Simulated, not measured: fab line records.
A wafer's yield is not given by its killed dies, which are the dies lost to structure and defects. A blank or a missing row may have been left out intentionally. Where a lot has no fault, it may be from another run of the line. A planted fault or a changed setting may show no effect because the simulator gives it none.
Struck lot and sound lot, side by side / flow sky130 / 14 steps out of a route of 708
Sound: the wafers L858.1, L858.2, L858.4. Struck: wafers L868.3, L868.4, L868.6. The cause is named last.
For every step that has rows: the tool of each side, followed by ch and its chambers, followed by its first start. Under that, the readings that differ: sound wafers / struck wafers / difference of the means / sigmas: that difference in standard deviations of wafers without a fault.
alike: readings with means less than 2 such deviations apart, plus words and numbers identical on both sides. not compared: withheld readings, readings lacking a value on some wafer, bounds such as >300 that could conceal the same value, and numbers that have no deviation in the record and whose values overlap.
A row with sigmas, a row that says differs or no value, or rows on one side alone: a step with any of these is where the two part. When numbers do not overlap yet have no deviation, they are printed without sigmas and do not part them. A reading missing from all wafers of one side parts the sides only when that side holds two or more wafers.

first, 3 steps without rows for these wafers: SKY_METAL1_CLEAN_22 (cleans in IPA, time 180 s); SKY_METAL1_CLEAN_23 (cleans in O3/DIW); SKY_VIA1_HDPCVD_00 (deposits SiO2, target thk 1030 nm, time 171.7 s).
SKY_VIA1_THK_MEAS_01:
  sound on film_metro-01 at day 36 00:46; struck on film_metro-01 at day 39 04:23
reading=VIA1_HDPCVD_THK (nm); sound=1017 1013 1024; struck=1045 1041 1028; difference=+20; sigmas=+2
SKY_VIA1_CMP_02: polishes SiO2.
  sound on cmp-02 ch 1,2,3, day 36 00:49; struck on cmp-01 ch 2,3, day 39 04:29
  alike: motor_current_A
SKY_VIA1_BOW_MEAS_03:
  sound on film_metro-01 at day 36 01:07; struck on film_metro-02 at day 39 04:46
  alike: VIA1_BOW
then, 6 steps without rows for these wafers: SKY_VIA1_DEHYDRATE_04 (time 60 s); SKY_VIA1_HMDS_05 (prime time 60 s); SKY_VIA1_COAT_06 (resist thk 60 nm); SKY_VIA1_COAT_07 (resist thk 450 nm); SKY_VIA1_SOFTBAKE_08 (time 90 s); SKY_VIA1_EXPOSE_09 (exposes mask VIM, target cd 150 nm).
SKY_VIA1_PEB_10:
  struck on litho_track-03, day 40 05:00; sound on litho_track-01 ch 0, day 37 02:00
reading=exhaust_pa (Pa); sound=44.3 45.1 44.4; struck=- - -; difference=no value on the struck wafers; sigmas=
  not compared: chill_plate_temp_C
then, 1 step without rows for these wafers: SKY_VIA1_DEVELOP_11 (develop time 60 s).

== WHERE THEY PART ==
At SKY_VIA1_THK_MEAS_01 first; at SKY_VIA1_PEB_10 last (within this record only).

WHY: what had been put in by the simulator
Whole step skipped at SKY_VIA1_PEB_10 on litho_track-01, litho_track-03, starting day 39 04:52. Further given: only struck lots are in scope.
